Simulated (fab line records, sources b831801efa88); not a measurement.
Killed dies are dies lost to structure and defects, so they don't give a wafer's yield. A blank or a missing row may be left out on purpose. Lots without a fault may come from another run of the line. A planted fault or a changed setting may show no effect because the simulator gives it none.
Which tool did it? | flow sky130 | 24 lots, 72 wafers sampled, at 5 steps of a route of 708

WHAT THE GAUGES READ, wafer by wafer
SKY_CONTACT_CD_MEAS_14: target cd 170 nm.
lot  | measured     | on        | cd_nm (nm)
L074 | day 31 10:51 | cd_sem-02 | 168.9 168.4 170.4
L075 | day 31 12:53 | cd_sem-01 | 171.4 170.9 171.6
L076 | day 32 08:48 | cd_sem-01 | 172.0 171.5 170.7
L077 | day 32 22:01 | cd_sem-02 | 172.2 173.3 173.1
L079 | day 33 12:52 | cd_sem-01 | 171.9 171.4 171.0
L078 | day 33 14:38 | cd_sem-02 | 169.0 168.8 170.4
L080 | day 33 23:46 | cd_sem-01 | 171.4 171.9 170.3
L081 | day 34 06:47 | cd_sem-01 | 171.4 170.6 172.6
L082 | day 34 07:53 | cd_sem-01 | 171.0 169.6 169.5
L083 | day 34 08:54 | cd_sem-02 | 170.5 170.4 171.1
L084 | day 34 21:23 | cd_sem-01 | 169.2 168.7 168.6
L085 | day 35 07:35 | cd_sem-02 | 171.3 169.4 170.9
L086 | day 35 13:11 | cd_sem-01 | 168.6 167.4 168.9
L088 | day 36 06:49 | cd_sem-02 | 168.4 169.4 169.5
L087 | day 36 05:16 | cd_sem-02 | 171.1 170.0 170.8
L089 | day 36 13:24 | cd_sem-01 | 171.7 170.0 172.3
L090 | day 36 23:05 | cd_sem-02 | 169.5 168.4 170.3
L092 | day 37 17:23 | cd_sem-02 | 170.7 173.0 171.5
L091 | day 37 22:19 | cd_sem-01 | 171.0 171.2 169.7
L093 | day 37 22:40 | cd_sem-02 | 172.0 172.5 171.8
L094 | day 38 00:29 | cd_sem-01 | 171.7 170.0 170.4
L095 | day 38 09:40 | cd_sem-02 | 174.1 173.4 175.0
L096 | day 38 14:25 | cd_sem-02 | 168.8 167.7 167.9
L097 | day 38 18:30 | cd_sem-02 | 169.3 170.1 172.3

SKY_CONTACT_THK_MEAS_26: measures by xrf.
lot  | measured     | on            | CONTACT_W_THK (nm)
L074 | day 31 12:02 | film_metro-01 | 331 330 333
L075 | day 31 14:06 | film_metro-01 | 335 334 339
L076 | day 32 10:01 | film_metro-02 | 353 347 337
L077 | day 32 23:11 | film_metro-03 | 339 340 338
L079 | day 33 14:02 | film_metro-03 | 334 333 334
L078 | day 33 15:47 | film_metro-02 | 350 339 353
L080 | day 34 00:56 | film_metro-01 | 326 332 325
L081 | day 34 08:17 | film_metro-01 | 323 326 322
L082 | day 34 09:25 | film_metro-03 | 336 327 328
L083 | day 34 10:31 | film_metro-03 | 344 332 336
L084 | day 34 22:33 | film_metro-02 | 329 342 340
L085 | day 35 08:48 | film_metro-02 | 334 338 338
L086 | day 35 14:30 | film_metro-03 | 329 331 330
L088 | day 36 07:59 | film_metro-03 | 336 338 340
L087 | day 36 06:27 | film_metro-02 | 339 328 331
L089 | day 36 14:33 | film_metro-03 | 328 336 333
L090 | day 37 00:14 | film_metro-01 | 344 334 344
L092 | day 37 18:33 | film_metro-01 | 347 341 333
L091 | day 37 23:32 | film_metro-01 | 346 349 342
L093 | day 37 23:51 | film_metro-01 | 329 332 336
L094 | day 38 01:39 | film_metro-02 | 348 336 351
L095 | day 38 11:11 | film_metro-03 | 336 330 333
L096 | day 38 15:38 | film_metro-02 | 339 341 346
L097 | day 38 19:41 | film_metro-02 | 336 343 334

SKY_VIA1_THK_MEAS_01.
lot  | measured     | on            | VIA1_HDPCVD_THK (nm)
L074 | day 32 17:07 | film_metro-01 | 1025 1031 1048
L075 | day 32 19:23 | film_metro-02 | 1027 1037 1029
L076 | day 33 14:41 | film_metro-01 | 1011 1026 1021
L077 | day 34 03:48 | film_metro-02 | 1017 1028 1028
L079 | day 34 18:33 | film_metro-02 | 1048 1039 1026
L078 | day 34 19:49 | film_metro-01 | 1021 1028 1009
L080 | day 35 05:55 | film_metro-04 | 1035 1029 1044
L081 | day 35 13:43 | film_metro-02 | 1034 1033 1028
L082 | day 35 14:03 | film_metro-02 | 1027 1034 1024
L083 | day 35 14:37 | film_metro-01 | 1018 1042 1009
L084 | day 36 03:17 | film_metro-01 | 1016 1018 1022
L085 | day 36 12:51 | film_metro-01 | 1021 1043 1032
L086 | day 36 17:37 | film_metro-02 | 1021 1035 1046
L088 | day 37 11:24 | film_metro-02 | 1029 1029 1018
L087 | day 37 09:59 | film_metro-04 | 1022 1033 1024
L089 | day 37 17:51 | film_metro-02 | 1029 1034 1027
L090 | day 38 03:41 | film_metro-02 | 1024 1012 1022
L092 | day 38 21:37 | film_metro-02 | 1033 1031 1040
L091 | day 39 03:10 | film_metro-02 | 1031 1031 1025
L093 | day 39 03:17 | film_metro-04 | 1026 1029 1025
L094 | day 39 04:31 | film_metro-02 | 1037 1034 1029
L095 | day 39 14:46 | film_metro-02 | 1035 1026 1033
L096 | day 39 18:37 | film_metro-01 | 1042 1027 1040
L097 | day 39 22:46 | film_metro-02 | 1027 1036 1033

WHICH TOOL RAN EACH LOT (tool, then ch and the chambers of the sampled wafers, then the start)
lot  | SKY_LDD_LDN_STRIP_12                 | SKY_METAL1_SPUTTER_00
L074 | plasma_asher-03 ch 0,1, day 22 17:28 | pvd_sputter-02, day 31 12:23
L075 | plasma_asher-01 ch 0,1, day 22 19:51 | pvd_sputter-02, day 31 14:28
L076 | plasma_asher-01 ch 0,1, day 23 17:50 | pvd_sputter-02, day 32 10:22
L077 | plasma_asher-04 ch 0,1, day 24 06:37 | pvd_sputter-04, day 32 23:33
L079 | plasma_asher-03 ch 0,1, day 25 00:20 | pvd_sputter-04, day 33 14:23
L078 | plasma_asher-01 ch 0,1, day 25 01:37 | pvd_sputter-04, day 33 16:08
L080 | plasma_asher-03 ch 0,1, day 25 10:53 | pvd_sputter-04, day 34 01:18
L081 | plasma_asher-03 ch 0,1, day 25 19:25 | pvd_sputter-04, day 34 08:37
L082 | plasma_asher-01 ch 0, day 25 20:20   | pvd_sputter-04, day 34 09:46
L083 | plasma_asher-03 ch 0,1, day 25 21:28 | pvd_sputter-04, day 34 10:52
L084 | plasma_asher-01 ch 0, day 26 12:31   | pvd_sputter-04, day 34 22:56
L085 | plasma_asher-04 ch 0,1, day 26 23:27 | pvd_sputter-01, day 35 09:10
L086 | plasma_asher-04 ch 0,1, day 27 04:44 | pvd_sputter-01, day 35 14:52
L088 | plasma_asher-04 ch 0,1, day 27 21:24 | pvd_sputter-04, day 36 08:20
L087 | plasma_asher-01 ch 0,1, day 27 21:38 | pvd_sputter-02, day 36 06:49
L089 | plasma_asher-04 ch 0,1, day 28 08:58 | pvd_sputter-04, day 36 14:53
L090 | plasma_asher-03 ch 0,1, day 28 17:58 | pvd_sputter-02, day 37 00:35
L092 | plasma_asher-01 ch 0,1, day 29 16:43 | pvd_sputter-04, day 37 18:54
L091 | plasma_asher-04 ch 0,1, day 29 18:25 | pvd_sputter-02, day 37 23:53
L093 | plasma_asher-03 ch 1, day 29 19:08   | pvd_sputter-01, day 38 00:12
L094 | plasma_asher-03 ch 0, day 30 00:48   | pvd_sputter-02, day 38 02:00
L095 | plasma_asher-03 ch 0,1, day 30 09:07 | pvd_sputter-01, day 38 11:33
L096 | plasma_asher-01 ch 0,1, day 30 11:56 | pvd_sputter-04, day 38 15:59
L097 | plasma_asher-04 ch 0,1, day 30 16:28 | pvd_sputter-02, day 38 20:04
- SKY_LDD_LDN_STRIP_12: strips in O2/N2.
- SKY_METAL1_SPUTTER_00: material Ti, target thk 15 nm, time 10 s.

WHAT THE TOOLS THEMSELVES READ (means of the sampled wafers that have a number; where no wafer has one, the mark that the record gives instead)
SKY_LDD_LDN_STRIP_12.
lot  | tool            | drypump_motor_current_A (A) | oes_product_au (a.u.) | strip_time_to_endpoint_s (s)
L074 | plasma_asher-03 | 6.0                         | 0.718                 | 14.18
L075 | plasma_asher-01 | 5.6                         | 0.716                 | 14.16
L076 | plasma_asher-01 | 5.7                         | 0.714                 | 14.14
L077 | plasma_asher-04 | 5.5                         | 0.713                 | 14.16
L079 | plasma_asher-03 | 6.0                         | 0.718                 | 14.17
L078 | plasma_asher-01 | 5.6                         | 0.716                 | 14.11
L080 | plasma_asher-03 | 5.5                         | 0.718                 | 14.21
L081 | plasma_asher-03 | 6.0                         | 0.718                 | 14.16
L082 | plasma_asher-01 | 5.8                         | 0.717                 | 14.18
L083 | plasma_asher-03 | 6.0                         | 0.716                 | 14.14
L084 | plasma_asher-01 | 5.8                         | 0.712                 | 14.20
L085 | plasma_asher-04 | 5.5                         | 0.717                 | 14.20
L086 | plasma_asher-04 | 5.5                         | 0.715                 | 14.19
L088 | plasma_asher-04 | 5.3                         | 0.717                 | 14.21
L087 | plasma_asher-01 | 5.6                         | 0.716                 | 14.18
L089 | plasma_asher-04 | 5.3                         | 0.715                 | 14.17
L090 | plasma_asher-03 | 6.0                         | 0.715                 | 14.18
L092 | plasma_asher-01 | 5.7                         | 0.714                 | 14.24
L091 | plasma_asher-04 | 5.3                         | 0.713                 | 14.18
L093 | plasma_asher-03 | 5.0                         | 0.717                 | 14.25
L094 | plasma_asher-03 | 6.5                         | 0.714                 | 14.24
L095 | plasma_asher-03 | 5.5                         | 0.719                 | 14.15
L096 | plasma_asher-01 | 5.6                         | 0.714                 | 14.17
L097 | plasma_asher-04 | 5.5                         | 0.714                 | 14.16

SKY_METAL1_SPUTTER_00.
lot  | tool           | throttle_valve_pct (%)
L074 | pvd_sputter-02 | 29.1
L075 | pvd_sputter-02 | 29.1
L076 | pvd_sputter-02 | 29.3
L077 | pvd_sputter-04 | 31.1
L079 | pvd_sputter-04 | 30.4
L078 | pvd_sputter-04 | 30.6
L080 | pvd_sputter-04 | 30.6
L081 | pvd_sputter-04 | 30.7
L082 | pvd_sputter-04 | 30.9
L083 | pvd_sputter-04 | 30.4
L084 | pvd_sputter-04 | 31.0
L085 | pvd_sputter-01 | 30.4
L086 | pvd_sputter-01 | 30.1
L088 | pvd_sputter-04 | 30.5
L087 | pvd_sputter-02 | 29.1
L089 | pvd_sputter-04 | 30.2
L090 | pvd_sputter-02 | 29.1
L092 | pvd_sputter-04 | 31.0
L091 | pvd_sputter-02 | 29.3
L093 | pvd_sputter-01 | 30.9
L094 | pvd_sputter-02 | 29.2
L095 | pvd_sputter-01 | 30.3
L096 | pvd_sputter-04 | 31.2
L097 | pvd_sputter-02 | 29.1

THE ANSWER, worked out from the rows above alone
Rule: what is usual is taken from the lots themselves. Put in order of their means at a reading, lots are off if they are a third of the lots or fewer, leave a main group of 4 or more, and stand apart from it by a gap of 3 or more times the standard deviation of the main group's means; of several such gaps the widest counts. A main group whose means are all the same, to the digits that the tables above print for the reading, isn't used. A lot without any number at a reading at which 4 lots or more have one is off too. The other lots that the step has rows for count as sound. The gauges are gone through in route order, then the tools' own readings, and for those a lot's mean is taken as printed above. The first step at which some lot is off is used, and at that step the reading that is off furthest; a lot without a number counts as furthest.
No lot is off at any reading shown: from this, nothing can be told.

WHAT THE SIMULATOR HAD PUT IN
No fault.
